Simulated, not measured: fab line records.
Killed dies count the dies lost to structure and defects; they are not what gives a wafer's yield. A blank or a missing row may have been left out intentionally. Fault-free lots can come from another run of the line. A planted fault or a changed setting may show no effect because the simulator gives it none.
Shared-tool check    flow gf180mcu    36 wafers sampled across 12 lots

## REASON FOR OPENING
Of 12 lots, 2 have the reading STI_CVD_03_THK flagged at GF_STI_THK_MEAS_04. No-fault wafers: 206.9 nm, standard deviation 1.9.
Rule: flag the lot when none of its wafers has a number, or when each of its wafers that has one lies beyond 4 standard deviations from that mean. The other lots count as sound.

lot   measured     on             STI_CVD_03_THK (nm), wafer by wafer  flag
L498  day 1 13:59  film-metro-01  206.3 207.4 204.6                    
L499  day 1 18:44  film-metro-02  208.7 210.8 210.9                    
L501  day 2 04:34  film-metro-04  207.3 206.0 207.2                    
L502  day 2 10:29  film-metro-02  206.2 205.4 204.3                    
L503  day 2 15:55  film-metro-02  208.2 210.0 208.7                    
L504  day 2 19:43  film-metro-02  206.3 206.5 206.0                    
L506  day 3 05:34  film-metro-02  193.5 193.4 194.2                    FLAGGED
L508  day 3 15:34  film-metro-01  195.6 196.4 193.7                    FLAGGED
L513  day 4 16:35  film-metro-04  209.0 207.1 206.7                    
L515  day 5 03:10  film-metro-01  208.5 209.5 209.0                    
L520  day 6 03:34  film-metro-02  211.3 212.2 210.7                    
L521  day 6 10:16  film-metro-01  204.0 204.5 205.8                    
The mean of the flagged lots' numbers is 194.5 nm, -12.4 nm from the usual (-7 standard deviations).

## LOT BY LOT: THE TOOL USED
The record keeps 1 process step preceding the reading, out of 602 steps on the route. In each cell: the tool, then ch and the chambers that the sampled wafers went through, then the start.
lot   flag     GF_STI_CVD_03
L498           lpcvd-01 ch 0, day 1 11:58
L499           lpcvd-01 ch 0, day 1 16:44
L501           lpcvd-02 ch 0, day 2 02:35
L502           lpcvd-01 ch 0, day 2 08:30
L503           lpcvd-02 ch 1, day 2 12:55
L504           lpcvd-02 ch 1, day 2 17:44
L506  FLAGGED  lpcvd-02 ch 1, day 3 03:34
L508  FLAGGED  lpcvd-02 ch 1, day 3 13:34
L513           lpcvd-01 ch 1, day 4 14:34
L515           lpcvd-01 ch 0, day 5 01:10
L520           lpcvd-02 ch 1, day 6 01:34
L521           lpcvd-02 ch 1, day 6 08:16
What these steps do:
- GF_STI_CVD_03: deposits Si3N4 from DCS/NH3, target thk 207.16 nm, time 3551 s.
- GF_STI_THK_MEAS_04

## FLAGGED AGAINST TOTAL, ONE TOOL AT A TIME (gauges that did the reading follow at the end)
step                tool           lots run  flagged  share of the flagged lots  sound lots run after its first flagged lot
GF_STI_CVD_03       lpcvd-01       5         0        none                       -
GF_STI_CVD_03       lpcvd-02       7         2        all                        2 (L520,L521)
GF_STI_THK_MEAS_04  film-metro-01  4         1        some                       2 (L515,L521)
GF_STI_THK_MEAS_04  film-metro-02  6         1        some                       1 (L520)
GF_STI_THK_MEAS_04  film-metro-04  2         0        none                       -

## WHAT IS ALLOWED BY THE TABLE
In the table, 1 row covers all flagged lots: lpcvd-02 at GF_STI_CVD_03.
- lpcvd-02 at GF_STI_CVD_03: 2 of its 7 lots flagged. Sound lots followed the first flagged one (L520, L521) on it, something a lasting fault affecting the whole tool could not allow. Its own readings lie more than 4 standard deviations out on every wafer of the flagged lots: pressure-mtorr.
None of the table's rows ran every flagged lot and, after the first, no sound lot.

## WHAT THE SIMULATOR PUT IN
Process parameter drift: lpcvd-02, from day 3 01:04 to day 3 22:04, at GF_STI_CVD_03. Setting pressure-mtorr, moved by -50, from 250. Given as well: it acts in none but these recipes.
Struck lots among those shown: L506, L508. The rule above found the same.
